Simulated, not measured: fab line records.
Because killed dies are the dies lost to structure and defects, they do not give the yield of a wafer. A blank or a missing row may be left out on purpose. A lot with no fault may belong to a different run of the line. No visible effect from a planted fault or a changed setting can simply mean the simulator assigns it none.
The tool behind it: which one? || flow sky130 || 36 wafers from 12 lots sampled at 6 of the route's 708 steps

WHAT THE GAUGES READ, wafer by wafer
SKY_FIELD_ISO_CD_MEAS_13 targets a cd of 150 nm. Usual: 149.9 nm for cd-nm, sd 1.4.
{"lot": "L441", "measured": "day 2 03:58", "on": "cd-sem-02", "cd-nm (nm)": "149.4 148.7 149.4", "flag": ""}
{"lot": "L442", "measured": "day 2 04:38", "on": "cd-sem-01", "cd-nm (nm)": "147.7 149.1 149.1", "flag": ""}
{"lot": "L449", "measured": "day 3 23:46", "on": "cd-sem-01", "cd-nm (nm)": "152.3 150.5 152.2", "flag": ""}
{"lot": "L452", "measured": "day 4 14:10", "on": "cd-sem-01", "cd-nm (nm)": "150.2 150.1 150.8", "flag": ""}
{"lot": "L455", "measured": "day 5 06:40", "on": "cd-sem-02", "cd-nm (nm)": "152.5 152.1 152.6", "flag": ""}
{"lot": "L456", "measured": "day 5 12:25", "on": "cd-sem-02", "cd-nm (nm)": "146.4 149.1 147.6", "flag": ""}
{"lot": "L459", "measured": "day 6 03:49", "on": "cd-sem-01", "cd-nm (nm)": "150.1 150.5 149.8", "flag": ""}
{"lot": "L460", "measured": "day 6 08:54", "on": "cd-sem-01", "cd-nm (nm)": "151.6 152.1 151.5", "flag": ""}
{"lot": "L461", "measured": "day 6 13:04", "on": "cd-sem-01", "cd-nm (nm)": "149.2 149.2 149.3", "flag": ""}
{"lot": "L462", "measured": "day 6 18:32", "on": "cd-sem-02", "cd-nm (nm)": "149.6 148.5 148.3", "flag": ""}
{"lot": "L463", "measured": "day 7 01:10", "on": "cd-sem-01", "cd-nm (nm)": "149.7 151.2 150.5", "flag": ""}
{"lot": "L464", "measured": "day 7 07:30", "on": "cd-sem-02", "cd-nm (nm)": "152.6 150.9 150.5", "flag": ""}

SKY_PWDE_TW_MEAS_10. Usual: PWDE_TW typically reads 375, with standard deviation 3.2.
{"lot": "L441", "measured": "day 2 18:18", "on": "film-metro-03", "PWDE_TW": "372 373 372", "flag": ""}
{"lot": "L442", "measured": "day 3 20:00", "on": "film-metro-01", "PWDE_TW": "374 373 375", "flag": ""}
{"lot": "L449", "measured": "day 5 19:04", "on": "film-metro-03", "PWDE_TW": "366 366 365", "flag": ""}
{"lot": "L452", "measured": "day 6 12:28", "on": "film-metro-01", "PWDE_TW": "374 373 374", "flag": ""}
{"lot": "L455", "measured": "day 7 03:02", "on": "film-metro-03", "PWDE_TW": "375 374 373", "flag": ""}
{"lot": "L456", "measured": "day 7 12:11", "on": "film-metro-01", "PWDE_TW": "372 375 373", "flag": ""}
{"lot": "L459", "measured": "day 8 06:40", "on": "film-metro-01", "PWDE_TW": "373 374 374", "flag": ""}
{"lot": "L460", "measured": "day 8 11:00", "on": "film-metro-02", "PWDE_TW": "382 381 380", "flag": ""}
{"lot": "L461", "measured": "day 9 00:06", "on": "film-metro-01", "PWDE_TW": "376 373 374", "flag": ""}
{"lot": "L462", "measured": "day 9 13:24", "on": "film-metro-02", "PWDE_TW": "380 382 381", "flag": ""}
{"lot": "L463", "measured": "day 9 12:44", "on": "film-metro-01", "PWDE_TW": "373 375 373", "flag": ""}
{"lot": "L464", "measured": "day 9 21:23", "on": "film-metro-02", "PWDE_TW": "379 379 380", "flag": ""}

SKY_NWELL_RS_MEAS_31: a four-point-probe measurement. Usual: PWDE_RS typically reads 5280 ohm/sq, with standard deviation 22.
{"lot": "L441", "measured": "day 4 04:15", "on": "film-metro-03", "PWDE_RS (ohm/sq)": "5283 5264 5289", "flag": ""}
{"lot": "L442", "measured": "day 5 07:37", "on": "film-metro-01", "PWDE_RS (ohm/sq)": "5287 5312 5282", "flag": ""}
{"lot": "L449", "measured": "day 7 11:28", "on": "film-metro-03", "PWDE_RS (ohm/sq)": "5561 5539 5560", "flag": "OFF"}
{"lot": "L452", "measured": "day 8 04:24", "on": "film-metro-01", "PWDE_RS (ohm/sq)": "5285 5314 5285", "flag": ""}
{"lot": "L455", "measured": "day 8 21:36", "on": "film-metro-02", "PWDE_RS (ohm/sq)": "5282 5277 5283", "flag": ""}
{"lot": "L456", "measured": "day 9 06:53", "on": "film-metro-01", "PWDE_RS (ohm/sq)": "5297 5274 5270", "flag": ""}
{"lot": "L459", "measured": "day 10 03:56", "on": "film-metro-02", "PWDE_RS (ohm/sq)": "5251 5261 5257", "flag": ""}
{"lot": "L460", "measured": "day 10 08:56", "on": "film-metro-03", "PWDE_RS (ohm/sq)": "5256 5248 5256", "flag": ""}
{"lot": "L461", "measured": "day 10 22:48", "on": "film-metro-03", "PWDE_RS (ohm/sq)": "5268 5273 5290", "flag": ""}
{"lot": "L462", "measured": "day 11 12:58", "on": "film-metro-03", "PWDE_RS (ohm/sq)": "5260 5234 5251", "flag": ""}
{"lot": "L463", "measured": "day 11 12:08", "on": "film-metro-01", "PWDE_RS (ohm/sq)": "5291 5300 5291", "flag": ""}
{"lot": "L464", "measured": "day 11 22:57", "on": "film-metro-03", "PWDE_RS (ohm/sq)": "5310 5316 5306", "flag": ""}

SKY_LDD_P_OVL_MEAS_08. Usual: LDD_P_OVL typically reads -0.3 nm, with standard deviation 1.5.
{"lot": "L441", "measured": "day 17 08:04", "on": "overlay-01", "LDD_P_OVL (nm)": "-1.2 -2.0 -0.3", "flag": ""}
{"lot": "L442", "measured": "day 19 01:26", "on": "overlay-02", "LDD_P_OVL (nm)": "1.3 1.8 1.2", "flag": ""}
{"lot": "L449", "measured": "day 22 21:50", "on": "overlay-02", "LDD_P_OVL (nm)": "1.7 2.3 1.2", "flag": ""}
{"lot": "L452", "measured": "day 23 17:55", "on": "overlay-02", "LDD_P_OVL (nm)": "-2.6 -2.3 -3.9", "flag": ""}
{"lot": "L455", "measured": "day 26 01:28", "on": "overlay-01", "LDD_P_OVL (nm)": "-1.4 0.6 0.6", "flag": ""}
{"lot": "L456", "measured": "day 25 23:23", "on": "overlay-02", "LDD_P_OVL (nm)": "1.3 -0.1 -0.7", "flag": ""}
{"lot": "L459", "measured": "day 26 03:59", "on": "overlay-01", "LDD_P_OVL (nm)": "-0.7 -0.8 -1.1", "flag": ""}
{"lot": "L460", "measured": "day 26 10:37", "on": "overlay-02", "LDD_P_OVL (nm)": "0.7 2.4 0.7", "flag": ""}
{"lot": "L461", "measured": "day 27 03:34", "on": "overlay-02", "LDD_P_OVL (nm)": "-2.1 -0.9 -0.1", "flag": ""}
{"lot": "L462", "measured": "day 27 23:32", "on": "overlay-02", "LDD_P_OVL (nm)": "0.1 -0.2 -0.7", "flag": ""}
{"lot": "L463", "measured": "day 28 00:13", "on": "overlay-02", "LDD_P_OVL (nm)": "0.2 -0.5 -1.4", "flag": ""}
{"lot": "L464", "measured": "day 28 05:46", "on": "overlay-01", "LDD_P_OVL (nm)": "-0.9 -0.4 -2.2", "flag": ""}

WHAT TOOL EACH LOT RAN ON (gives the tool, then ch and the chambers of the sampled wafers, and finally the start)
{"lot": "L441", "SKY_PWDE_IMPLANT_08": "implanter-02 ch 0, day 2 18:03", "SKY_POLY_GATE_ETCH_15": "rie-diel-02 ch 0,2, day 14 21:32"}
{"lot": "L442", "SKY_PWDE_IMPLANT_08": "implanter-04 ch 0, day 3 19:46", "SKY_POLY_GATE_ETCH_15": "rie-diel-04 ch 0,1,2, day 16 09:59"}
{"lot": "L449", "SKY_PWDE_IMPLANT_08": "implanter-02 ch 0, day 5 18:50", "SKY_POLY_GATE_ETCH_15": "rie-diel-04 ch 0,2,3, day 20 02:32"}
{"lot": "L452", "SKY_PWDE_IMPLANT_08": "implanter-03 ch 0, day 6 12:13", "SKY_POLY_GATE_ETCH_15": "rie-diel-04 ch 0,1,3, day 20 23:50"}
{"lot": "L455", "SKY_PWDE_IMPLANT_08": "implanter-03 ch 0, day 7 02:47", "SKY_POLY_GATE_ETCH_15": "rie-diel-02 ch 0,1, day 23 09:31"}
{"lot": "L456", "SKY_PWDE_IMPLANT_08": "implanter-03 ch 0, day 7 11:58", "SKY_POLY_GATE_ETCH_15": "rie-diel-01 ch 0,1,3, day 23 09:10"}
{"lot": "L459", "SKY_PWDE_IMPLANT_08": "implanter-03 ch 0, day 8 06:26", "SKY_POLY_GATE_ETCH_15": "rie-diel-02 ch 0,2, day 23 11:21"}
{"lot": "L460", "SKY_PWDE_IMPLANT_08": "implanter-02 ch 0, day 8 10:45", "SKY_POLY_GATE_ETCH_15": "rie-diel-01 ch 0,3, day 23 19:16"}
{"lot": "L461", "SKY_PWDE_IMPLANT_08": "implanter-04 ch 0, day 8 23:51", "SKY_POLY_GATE_ETCH_15": "rie-diel-04 ch 1,2,3, day 24 12:50"}
{"lot": "L462", "SKY_PWDE_IMPLANT_08": "implanter-04 ch 0, day 9 13:10", "SKY_POLY_GATE_ETCH_15": "rie-diel-04 ch 0,1,3, day 25 08:43"}
{"lot": "L463", "SKY_PWDE_IMPLANT_08": "implanter-02 ch 0, day 9 12:29", "SKY_POLY_GATE_ETCH_15": "rie-diel-02 ch 1,2,3, day 25 08:37"}
{"lot": "L464", "SKY_PWDE_IMPLANT_08": "implanter-02 ch 0, day 9 21:08", "SKY_POLY_GATE_ETCH_15": "rie-diel-04 ch 0,3, day 25 16:40"}
- SKY_PWDE_IMPLANT_08
- SKY_POLY_GATE_ETCH_15: etches BARC in N2/H2, stops on SiO2, time 118.5 s, target depth 110 nm.

AS READ BY THE TOOLS THEMSELVES (means over the sampled wafers that have a number; for cases with no such wafer, the mark the record gives instead)
SKY_PWDE_IMPLANT_08. Usual: 20.3 for faraday-current-uA, sd 0.4.
{"lot": "L441", "tool": "implanter-02", "faraday-current-uA": 20.5, "flag": ""}
{"lot": "L442", "tool": "implanter-04", "faraday-current-uA": 20.2, "flag": ""}
{"lot": "L449", "tool": "implanter-02", "faraday-current-uA": 20.1, "flag": ""}
{"lot": "L452", "tool": "implanter-03", "faraday-current-uA": 20.0, "flag": ""}
{"lot": "L455", "tool": "implanter-03", "faraday-current-uA": 20.5, "flag": ""}
{"lot": "L456", "tool": "implanter-03", "faraday-current-uA": 20.1, "flag": ""}
{"lot": "L459", "tool": "implanter-03", "faraday-current-uA": 20.1, "flag": ""}
{"lot": "L460", "tool": "implanter-02", "faraday-current-uA": 20.3, "flag": ""}
{"lot": "L461", "tool": "implanter-04", "faraday-current-uA": 20.3, "flag": ""}
{"lot": "L462", "tool": "implanter-04", "faraday-current-uA": 20.5, "flag": ""}
{"lot": "L463", "tool": "implanter-02", "faraday-current-uA": 20.4, "flag": ""}
{"lot": "L464", "tool": "implanter-02", "faraday-current-uA": 20.1, "flag": ""}

SKY_POLY_GATE_ETCH_15. Usual: drypump-motor-current-A 5.8 A, standard deviation 0.47; oes-product-au 0.716 a.u., standard deviation 0.0048; throttle-valve-pct 13.213 %, standard deviation 0.0096.
{"lot": "L441", "tool": "rie-diel-02", "drypump-motor-current-A (A)": 5.3, "oes-product-au (a.u.)": 0.717, "throttle-valve-pct (%)": 13.211, "flag": ""}
{"lot": "L442", "tool": "rie-diel-04", "drypump-motor-current-A (A)": 5.8, "oes-product-au (a.u.)": 0.718, "throttle-valve-pct (%)": 13.209, "flag": ""}
{"lot": "L449", "tool": "rie-diel-04", "drypump-motor-current-A (A)": 6.1, "oes-product-au (a.u.)": 0.719, "throttle-valve-pct (%)": 13.214, "flag": ""}
{"lot": "L452", "tool": "rie-diel-04", "drypump-motor-current-A (A)": 6.0, "oes-product-au (a.u.)": 0.720, "throttle-valve-pct (%)": 13.206, "flag": ""}
{"lot": "L455", "tool": "rie-diel-02", "drypump-motor-current-A (A)": 5.9, "oes-product-au (a.u.)": 0.712, "throttle-valve-pct (%)": 13.212, "flag": ""}
{"lot": "L456", "tool": "rie-diel-01", "drypump-motor-current-A (A)": 5.6, "oes-product-au (a.u.)": 0.716, "throttle-valve-pct (%)": 13.217, "flag": ""}
{"lot": "L459", "tool": "rie-diel-02", "drypump-motor-current-A (A)": 5.4, "oes-product-au (a.u.)": 0.718, "throttle-valve-pct (%)": 13.217, "flag": ""}
{"lot": "L460", "tool": "rie-diel-01", "drypump-motor-current-A (A)": 5.8, "oes-product-au (a.u.)": 0.719, "throttle-valve-pct (%)": 13.213, "flag": ""}
{"lot": "L461", "tool": "rie-diel-04", "drypump-motor-current-A (A)": 5.9, "oes-product-au (a.u.)": 0.714, "throttle-valve-pct (%)": 13.214, "flag": ""}
{"lot": "L462", "tool": "rie-diel-04", "drypump-motor-current-A (A)": 6.0, "oes-product-au (a.u.)": 0.715, "throttle-valve-pct (%)": 13.214, "flag": ""}
{"lot": "L463", "tool": "rie-diel-02", "drypump-motor-current-A (A)": 5.9, "oes-product-au (a.u.)": 0.718, "throttle-valve-pct (%)": 13.212, "flag": ""}
{"lot": "L464", "tool": "rie-diel-04", "drypump-motor-current-A (A)": 6.2, "oes-product-au (a.u.)": 0.711, "throttle-valve-pct (%)": 13.209, "flag": ""}

THE ANSWER, worked out from the rows above alone
Rule: lot off if the mean of its wafers having a number is beyond 3 standard deviations from the usual mean. Also off: a lot with no number at a reading for which 4 or more lots have one. All remaining lots with rows at the step are treated as sound. First the gauges in route order, then the tools' own readings, where a lot's mean is used as printed above. At the first step where some lot is off, the reading lying furthest off is the one used; lots without a number count as furthest.
Off: L449, at SKY_NWELL_RS_MEAS_31 (PWDE_RS).
If a tool, at a process step before that reading, ran all the lots that are off and no sound lot after the first of them, it fits. Those tools and the gauges at SKY_NWELL_RS_MEAS_31 are tried in the same way. Of those tried, none fits.

WHAT THE SIMULATOR PUT IN
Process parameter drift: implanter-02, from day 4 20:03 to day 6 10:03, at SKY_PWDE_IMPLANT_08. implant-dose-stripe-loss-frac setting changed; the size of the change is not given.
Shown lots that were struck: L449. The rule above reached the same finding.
